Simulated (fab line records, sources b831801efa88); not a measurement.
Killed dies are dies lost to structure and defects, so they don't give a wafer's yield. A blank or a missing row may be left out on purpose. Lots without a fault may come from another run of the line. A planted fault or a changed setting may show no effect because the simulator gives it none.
One fault seen from 2 desks | flow sky130 | each desk has only its own numbers; what lay behind them comes last

THE TOOL OWNER'S DESK: pvd_sputter-02
The tool's own readings at SKY_METAL1_SPUTTER_00 (material Ti, target thk 15 nm, time 10 s): means of the sampled wafers that have a number, for each lot that ran on this tool. A lot is out of limits, marked OUT, if its mean lies more than 4 standard deviations from the usual mean; the brackets give that distance.
Columns: A = cathode_dc_power_W at SKY_METAL1_SPUTTER_00, usual 3000.0 W; B = throttle_valve_pct at SKY_METAL1_SPUTTER_00, usual 30.1 %
lot  | first seen here | A      | B
L242 | day 32 14:44    | 3000.2 | 29.8
L255 | day 36 19:13    | 3000.2 | 30.0
This desk's finding: nothing out of limits on any of the 2 lots.

THE METROLOGY DESK
What the gauges read, lot by lot, whatever tool the lot ran on: means of the sampled wafers that have a number. A lot is out of limits, marked OUT, if its mean lies more than 4 standard deviations from the usual mean; the brackets give that distance.
Columns: A = CONTACT_W_RS at SKY_CONTACT_RS_MEAS_25, usual 0.336 ohm/sq; B = CONTACT_W_THK at SKY_CONTACT_THK_MEAS_26, usual 337 nm
lot  | first seen here | A     | B
L242 | day 32 14:15    | 0.340 | 332
L245 | day 33 20:17    | 0.336 | 339
L255 | day 36 18:47    | 0.337 | 340
L261 | day 38 15:53    | 0.334 | 341
L264 | day 39 06:02    | 0.331 | 348
This desk's finding: nothing out of limits on any of the 5 lots.

PUT TOGETHER
The tool owner's desk saw nothing out of limits.
The metrology desk saw nothing out of limits.

WHAT THE SIMULATOR HAD PUT IN
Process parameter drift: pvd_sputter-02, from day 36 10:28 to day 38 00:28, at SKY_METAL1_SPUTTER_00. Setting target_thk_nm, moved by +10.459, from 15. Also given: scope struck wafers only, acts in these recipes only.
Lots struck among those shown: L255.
